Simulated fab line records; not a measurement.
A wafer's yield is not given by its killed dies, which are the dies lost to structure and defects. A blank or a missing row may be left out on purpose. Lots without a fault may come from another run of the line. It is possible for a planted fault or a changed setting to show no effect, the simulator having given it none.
Which of the tools did it? || flow sky130 || 13 lots with 39 wafers sampled at 4 steps, on a route of 708 steps

WHAT THE GAUGES SHOWED, per wafer
SKY_VIA1_BOW_MEAS_03. Usual: VIA1_BOW 81 um, standard deviation 7.5.
{"lot": "L860", "measured": "day 33 22:01", "on": "film_metro-03", "VIA1_BOW (um)": "83 84 87", "flag": ""}
{"lot": "L859", "measured": "day 33 22:58", "on": "film_metro-01", "VIA1_BOW (um)": "78 82 67", "flag": ""}
{"lot": "L861", "measured": "day 34 09:53", "on": "film_metro-03", "VIA1_BOW (um)": "77 92 77", "flag": ""}
{"lot": "L863", "measured": "day 34 12:10", "on": "film_metro-03", "VIA1_BOW (um)": "93 72 80", "flag": ""}
{"lot": "L865", "measured": "day 35 13:34", "on": "film_metro-03", "VIA1_BOW (um)": "86 90 87", "flag": ""}
{"lot": "L866", "measured": "day 35 15:49", "on": "film_metro-03", "VIA1_BOW (um)": "77 82 95", "flag": ""}
{"lot": "L869", "measured": "day 36 15:59", "on": "film_metro-03", "VIA1_BOW (um)": "89 81 63", "flag": ""}
{"lot": "L870", "measured": "day 36 19:53", "on": "film_metro-03", "VIA1_BOW (um)": "74 76 90", "flag": ""}
{"lot": "L873", "measured": "day 37 16:13", "on": "film_metro-01", "VIA1_BOW (um)": "77 63 86", "flag": ""}
{"lot": "L877", "measured": "day 38 23:10", "on": "film_metro-01", "VIA1_BOW (um)": "88 74 88", "flag": ""}
{"lot": "L878", "measured": "day 38 23:46", "on": "film_metro-03", "VIA1_BOW (um)": "77 92 73", "flag": ""}
{"lot": "L879", "measured": "day 39 10:05", "on": "film_metro-01", "VIA1_BOW (um)": "78 77 94", "flag": ""}
{"lot": "L880", "measured": "day 39 11:20", "on": "film_metro-03", "VIA1_BOW (um)": "79 87 79", "flag": ""}

SKY_VIA1_OVL_MEAS_13. Usual: VIA1_OVL 3 nm, standard deviation 5.7.
{"lot": "L860", "measured": "day 35 00:25", "on": "overlay-01", "VIA1_OVL (nm)": "5 3 -1", "flag": ""}
{"lot": "L859", "measured": "day 35 01:52", "on": "overlay-02", "VIA1_OVL (nm)": "-2 4 2", "flag": ""}
{"lot": "L861", "measured": "day 35 12:40", "on": "overlay-02", "VIA1_OVL (nm)": "-6 -8 -12", "flag": ""}
{"lot": "L863", "measured": "day 35 14:38", "on": "overlay-01", "VIA1_OVL (nm)": "-1 -4 -10", "flag": ""}
{"lot": "L865", "measured": "day 36 15:46", "on": "overlay-01", "VIA1_OVL (nm)": "12 9 15", "flag": ""}
{"lot": "L866", "measured": "day 36 18:13", "on": "overlay-01", "VIA1_OVL (nm)": "-2 -3 4", "flag": ""}
{"lot": "L869", "measured": "day 37 17:01", "on": "overlay-02", "VIA1_OVL (nm)": "8 10 5", "flag": ""}
{"lot": "L870", "measured": "day 37 21:34", "on": "overlay-01", "VIA1_OVL (nm)": "0 6 -6", "flag": ""}
{"lot": "L873", "measured": "day 38 17:56", "on": "overlay-01", "VIA1_OVL (nm)": "10 8 -1", "flag": ""}
{"lot": "L877", "measured": "day 40 00:21", "on": "overlay-01", "VIA1_OVL (nm)": "12 3 16", "flag": ""}
{"lot": "L878", "measured": "day 40 00:53", "on": "overlay-02", "VIA1_OVL (nm)": "0 4 7", "flag": ""}
{"lot": "L879", "measured": "day 40 10:17", "on": "overlay-01", "VIA1_OVL (nm)": "7 3 2", "flag": ""}
{"lot": "L880", "measured": "day 40 11:32", "on": "overlay-01", "VIA1_OVL (nm)": "2 -1 11", "flag": ""}

WHICH TOOL RAN EACH LOT (tool, then ch and the chambers of the sampled wafers, then the start)
{"lot": "L860", "SKY_POLY_GATE_COAT_07": "litho_track-03 ch 0, day 16 21:46", "SKY_CONTACT_ETCH_16": "rie_diel-04 ch 0,2,3, day 32 16:16"}
{"lot": "L859", "SKY_POLY_GATE_COAT_07": "litho_track-03 ch 0, day 16 23:52", "SKY_CONTACT_ETCH_16": "rie_diel-01 ch 0,1,2, day 32 17:43"}
{"lot": "L861", "SKY_POLY_GATE_COAT_07": "litho_track-03 ch 0, day 17 08:50", "SKY_CONTACT_ETCH_16": "rie_diel-04 ch 1,2,3, day 33 04:19"}
{"lot": "L863", "SKY_POLY_GATE_COAT_07": "litho_track-03 ch 0, day 17 17:08", "SKY_CONTACT_ETCH_16": "rie_diel-01 ch 2,3, day 33 06:45"}
{"lot": "L865", "SKY_POLY_GATE_COAT_07": "litho_track-02 ch 0, day 18 19:32", "SKY_CONTACT_ETCH_16": "rie_diel-04 ch 0,1,3, day 34 08:10"}
{"lot": "L866", "SKY_POLY_GATE_COAT_07": "litho_track-01 ch 0, day 18 20:25", "SKY_CONTACT_ETCH_16": "rie_diel-01 ch 0,1, day 34 10:16"}
{"lot": "L869", "SKY_POLY_GATE_COAT_07": "litho_track-01 ch 0, day 20 01:12", "SKY_CONTACT_ETCH_16": "rie_diel-03 ch 2,3, day 35 10:16"}
{"lot": "L870", "SKY_POLY_GATE_COAT_07": "litho_track-01 ch 0, day 20 07:12", "SKY_CONTACT_ETCH_16": "rie_diel-04 ch 0,2,3, day 35 14:19"}
{"lot": "L873", "SKY_POLY_GATE_COAT_07": "litho_track-03 ch 0, day 21 06:23", "SKY_CONTACT_ETCH_16": "rie_diel-04 ch 0,1,3, day 36 11:03"}
{"lot": "L877", "SKY_POLY_GATE_COAT_07": "litho_track-01 ch 0, day 22 19:15", "SKY_CONTACT_ETCH_16": "rie_diel-03 ch 0,1,3, day 37 18:28"}
{"lot": "L878", "SKY_POLY_GATE_COAT_07": "litho_track-01 ch 0, day 22 22:57", "SKY_CONTACT_ETCH_16": "rie_diel-01 ch 1,2,3, day 37 19:31"}
{"lot": "L879", "SKY_POLY_GATE_COAT_07": "litho_track-03 ch 0, day 23 09:55", "SKY_CONTACT_ETCH_16": "rie_diel-01 ch 0,1,2, day 38 04:28"}
{"lot": "L880", "SKY_POLY_GATE_COAT_07": "litho_track-01 ch 0, day 23 11:57", "SKY_CONTACT_ETCH_16": "rie_diel-01 ch 1,2,3, day 38 06:30"}
- SKY_POLY_GATE_COAT_07: resist thk 110 nm.
- SKY_CONTACT_ETCH_16: etches BARC in N2/H2, stops on SiO2, time 45.9 s, target depth 60 nm.

WHAT THE TOOLS THEMSELVES READ (means of the sampled wafers that have a number; where no wafer has one, the mark that the record gives instead)
SKY_POLY_GATE_COAT_07. Usual: spin_speed_rpm at 3000.1 rpm, with a standard deviation of 1.9.
{"lot": "L860", "tool": "litho_track-03", "spin_speed_rpm (rpm)": 3000.9, "flag": ""}
{"lot": "L859", "tool": "litho_track-03", "spin_speed_rpm (rpm)": 3000.6, "flag": ""}
{"lot": "L861", "tool": "litho_track-03", "spin_speed_rpm (rpm)": 3000.8, "flag": ""}
{"lot": "L863", "tool": "litho_track-03", "spin_speed_rpm (rpm)": 3000.0, "flag": ""}
{"lot": "L865", "tool": "litho_track-02", "spin_speed_rpm (rpm)": 3001.3, "flag": ""}
{"lot": "L866", "tool": "litho_track-01", "spin_speed_rpm (rpm)": 3000.1, "flag": ""}
{"lot": "L869", "tool": "litho_track-01", "spin_speed_rpm (rpm)": 3288.6, "flag": "OFF"}
{"lot": "L870", "tool": "litho_track-01", "spin_speed_rpm (rpm)": 3286.1, "flag": "OFF"}
{"lot": "L873", "tool": "litho_track-03", "spin_speed_rpm (rpm)": 3000.2, "flag": ""}
{"lot": "L877", "tool": "litho_track-01", "spin_speed_rpm (rpm)": 2999.3, "flag": ""}
{"lot": "L878", "tool": "litho_track-01", "spin_speed_rpm (rpm)": 3001.1, "flag": ""}
{"lot": "L879", "tool": "litho_track-03", "spin_speed_rpm (rpm)": 2999.5, "flag": ""}
{"lot": "L880", "tool": "litho_track-01", "spin_speed_rpm (rpm)": 2998.8, "flag": ""}

SKY_CONTACT_ETCH_16. Usual: drypump_motor_current_A 5.7 A, standard deviation 0.36; h2_flow_sccm 200.0 sccm, standard deviation 0.64; oes_product_au 0.855 a.u., standard deviation 0.0049; throttle_valve_pct 13.225 %, standard deviation 0.0089.
{"lot": "L860", "tool": "rie_diel-04", "drypump_motor_current_A (A)": 5.5, "h2_flow_sccm (sccm)": 199.5, "oes_product_au (a.u.)": 0.854, "throttle_valve_pct (%)": 13.220, "flag": ""}
{"lot": "L859", "tool": "rie_diel-01", "drypump_motor_current_A (A)": 5.9, "h2_flow_sccm (sccm)": 200.1, "oes_product_au (a.u.)": 0.855, "throttle_valve_pct (%)": 13.230, "flag": ""}
{"lot": "L861", "tool": "rie_diel-04", "drypump_motor_current_A (A)": 5.4, "h2_flow_sccm (sccm)": 199.4, "oes_product_au (a.u.)": 0.853, "throttle_valve_pct (%)": 13.236, "flag": ""}
{"lot": "L863", "tool": "rie_diel-01", "drypump_motor_current_A (A)": 5.5, "h2_flow_sccm (sccm)": 200.3, "oes_product_au (a.u.)": 0.857, "throttle_valve_pct (%)": 13.220, "flag": ""}
{"lot": "L865", "tool": "rie_diel-04", "drypump_motor_current_A (A)": 5.6, "h2_flow_sccm (sccm)": 200.2, "oes_product_au (a.u.)": 0.858, "throttle_valve_pct (%)": 13.224, "flag": ""}
{"lot": "L866", "tool": "rie_diel-01", "drypump_motor_current_A (A)": 6.1, "h2_flow_sccm (sccm)": 199.4, "oes_product_au (a.u.)": 0.852, "throttle_valve_pct (%)": 13.229, "flag": ""}
{"lot": "L869", "tool": "rie_diel-03", "drypump_motor_current_A (A)": 5.8, "h2_flow_sccm (sccm)": 199.9, "oes_product_au (a.u.)": 0.855, "throttle_valve_pct (%)": 13.225, "flag": ""}
{"lot": "L870", "tool": "rie_diel-04", "drypump_motor_current_A (A)": 5.6, "h2_flow_sccm (sccm)": 199.8, "oes_product_au (a.u.)": 0.858, "throttle_valve_pct (%)": 13.223, "flag": ""}
{"lot": "L873", "tool": "rie_diel-04", "drypump_motor_current_A (A)": 5.6, "h2_flow_sccm (sccm)": 199.6, "oes_product_au (a.u.)": 0.856, "throttle_valve_pct (%)": 13.224, "flag": ""}
{"lot": "L877", "tool": "rie_diel-03", "drypump_motor_current_A (A)": 5.8, "h2_flow_sccm (sccm)": 200.1, "oes_product_au (a.u.)": 0.858, "throttle_valve_pct (%)": 13.213, "flag": ""}
{"lot": "L878", "tool": "rie_diel-01", "drypump_motor_current_A (A)": 5.7, "h2_flow_sccm (sccm)": 200.7, "oes_product_au (a.u.)": 0.855, "throttle_valve_pct (%)": 13.230, "flag": ""}
{"lot": "L879", "tool": "rie_diel-01", "drypump_motor_current_A (A)": 5.9, "h2_flow_sccm (sccm)": 200.1, "oes_product_au (a.u.)": 0.853, "throttle_valve_pct (%)": 13.220, "flag": ""}
{"lot": "L880", "tool": "rie_diel-01", "drypump_motor_current_A (A)": 5.7, "h2_flow_sccm (sccm)": 199.9, "oes_product_au (a.u.)": 0.859, "throttle_valve_pct (%)": 13.218, "flag": ""}

THE ANSWER, worked out from the rows above alone
Rule: lot off if the mean of its wafers having a number is beyond 3 standard deviations from the usual mean. Also off: a lot with no number at a reading for which 4 or more lots have one. Where the step has rows for the other lots, those lots are counted as sound. The gauges are gone through in route order, then the tools' own readings, and for those a lot's mean is taken as printed above. At the first step where some lot is off, the reading lying furthest off is the one used; lots without a number count as furthest.
Off, at SKY_POLY_GATE_COAT_07 on spin_speed_rpm: L869, L870.
A tool fits if, at that step or a process step before it, it ran every lot that is off, and no sound lot after the first of them. No candidate that was tried fits.

WHAT THE SIMULATOR HAD PUT IN
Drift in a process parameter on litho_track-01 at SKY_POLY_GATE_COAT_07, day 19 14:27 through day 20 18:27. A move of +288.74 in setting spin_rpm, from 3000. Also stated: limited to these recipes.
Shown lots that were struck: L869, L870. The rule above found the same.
